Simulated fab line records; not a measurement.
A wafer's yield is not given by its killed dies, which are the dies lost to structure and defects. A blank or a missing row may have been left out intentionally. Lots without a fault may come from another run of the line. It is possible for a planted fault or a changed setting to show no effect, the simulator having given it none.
Which tool did it?    flow gf180mcu    Sampling: 12 lots, 35 wafers, 5 of 602 route steps

WHAT THE GAUGES READ, wafer by wafer
GF_STI_THK_MEAS_02.
lot   measured     on             STI_OXIDATION_THK (nm)
L228  day 1 11:31  film_metro-03  9.61 9.60 9.64
L229  day 1 16:31  film_metro-02  10.07 10.14 10.18
L230  day 1 22:06  film_metro-02  10.13 10.23 10.14
L231  day 2 02:31  film_metro-03  9.65 9.89 9.87
L232  day 2 08:49  film_metro-04  10.08 10.02 10.09
L233  day 2 12:31  film_metro-02  10.02 10.14 10.09
L234  day 2 17:56  film_metro-04  10.10 9.99 10.06
L235  day 2 22:42  film_metro-02  10.14 9.99 10.03
L243  day 4 15:11  film_metro-03  10.06 9.85
L245  day 5 00:31  film_metro-04  10.05 10.15 10.23
L248  day 5 16:32  film_metro-02  10.31 10.34 10.41
L250  day 6 01:34  film_metro-03  9.81 9.63 9.80

GF_STI_THK_MEAS_22.
lot   measured     on             STI_OXIDATION_01_THK (nm)
L228  day 2 03:25  film_metro-03  16.1 16.4 16.0
L229  day 2 09:11  film_metro-04  14.6 14.8 14.8
L230  day 2 15:01  film_metro-04  15.0 14.9 15.0
L231  day 2 19:02  film_metro-02  15.1 15.0 14.9
L232  day 3 01:00  film_metro-02  15.5 15.9 15.5
L233  day 3 04:38  film_metro-02  15.2 15.1 15.1
L234  day 3 10:14  film_metro-04  14.6 14.7 14.4
L235  day 3 15:23  film_metro-02  15.5 15.7 15.3
L243  day 5 10:28  film_metro-02  15.1 15.5
L245  day 5 18:28  film_metro-03  14.7 14.7 14.5
L248  day 6 13:10  film_metro-04  15.7 15.7 15.6
L250  day 6 22:14  film_metro-02  14.9 15.2 15.0

GF_VT_IMPLANT_RS_MEAS_49: measures by four-point-probe.
lot   measured      on             MVPSD_RS (ohm/sq)
L228  day 7 12:42   film_metro-01  1166.3 1167.1 1167.0
L229  day 7 16:53   film_metro-03  1166.3 1167.4 1167.2
L230  day 8 02:49   film_metro-01  1172.8 1167.7 1168.9
L231  day 8 08:32   film_metro-03  1166.1 1169.5 1167.2
L232  day 8 15:15   film_metro-03  1166.7 1170.0 1169.0
L233  day 8 22:05   film_metro-01  1170.3 1170.3 1172.2
L234  day 9 03:34   film_metro-01  1168.8 1167.5 1167.3
L235  day 9 08:56   film_metro-03  1171.9 1170.2 1172.5
L243  day 11 19:59  film_metro-04  1171.9 1178.8
L245  day 12 09:09  film_metro-03  1177.4 1167.8 1166.9
L248  day 13 06:31  film_metro-01  1165.7 1163.4 1164.4
L250  day 13 21:30  film_metro-04  1166.8 1166.9 1166.3

GF_V1_OVL_MEAS_15.
lot   measured      on          V1_OVL (nm)
L228  day 17 22:02  overlay-02  0 -7 3
L229  day 18 03:49  overlay-01  4 -5 3
L230  day 18 20:56  overlay-01  -5 6 4
L231  day 19 10:05  overlay-02  10 10 9
L232  day 19 15:23  overlay-01  7 -6 3
L233  day 20 00:23  overlay-02  -8 0 -2
L234  day 20 11:38  overlay-02  -3 9 12
L235  day 20 21:05  overlay-01  3 1 3
L243  day 23 20:11  overlay-01  3 8
L245  day 24 07:47  overlay-02  4 2 12
L248  day 25 07:40  overlay-02  1 7 7
L250  day 26 00:50  overlay-01  -10 -7 -6

EACH LOT AND THE TOOL THAT RAN IT (in order: tool; ch and the chambers of the sampled wafers; start)
lot   GF_MVPSD_IMPLANT_08
L228  implanter-02 ch 0, day 4 23:19
L229  implanter-02 ch 0, day 5 04:08
L230  implanter-03 ch 0, day 5 13:01
L231  implanter-01 ch 0, day 5 17:25
L232  implanter-02 ch 0, day 5 23:35
L233  implanter-01 ch 0, day 6 04:52
L234  implanter-02 ch 0, day 6 10:22
L235  implanter-02 ch 0, day 6 15:26
L243  implanter-01 ch 0, day 8 20:28
L245  implanter-01 ch 0, day 9 07:31
L248  implanter-02 ch 0, day 10 02:31
L250  implanter-03 ch 0, day 10 14:20
- GF_MVPSD_IMPLANT_08

WHAT THE TOOLS THEMSELVES READ (means of the sampled wafers that have a number; where no wafer has one, the mark that the record gives instead)
GF_MVPSD_IMPLANT_08.
lot   tool          tilt_deg (degrees)
L228  implanter-02  0.012
L229  implanter-02  0.001
L230  implanter-03  -0.013
L231  implanter-01  -0.011
L232  implanter-02  -0.005
L233  implanter-01  -0.019
L234  implanter-02  -0.009
L235  implanter-02  -0.019
L243  implanter-01  -0.030
L245  implanter-01  0.012
L248  implanter-02  0.012
L250  implanter-03  0.001

THE ANSWER, worked out from the rows above alone
Rule: the usual values come from the lots themselves. Put in order of their means at a reading, lots are off if they are a third of the lots or fewer, leave a main group of 4 or more, and stand apart from it by a gap of 3 or more times the standard deviation of the main group's means; of several such gaps the widest counts. A main group whose means are all the same, to the digits that the tables above print for the reading, isn't used. A lot without any number at a reading at which 4 lots or more have one is off too. Any other lot the step has rows for is counted as sound. Order of review: gauges by route order, followed by the tools' own readings, for which a lot's mean as printed above is used. At the first step where some lot is off, the reading lying furthest off is the one used; lots without a number count as furthest.
None of the lots is off at any reading shown; this tells nothing.

WHAT WAS PUT IN BY THE SIMULATOR
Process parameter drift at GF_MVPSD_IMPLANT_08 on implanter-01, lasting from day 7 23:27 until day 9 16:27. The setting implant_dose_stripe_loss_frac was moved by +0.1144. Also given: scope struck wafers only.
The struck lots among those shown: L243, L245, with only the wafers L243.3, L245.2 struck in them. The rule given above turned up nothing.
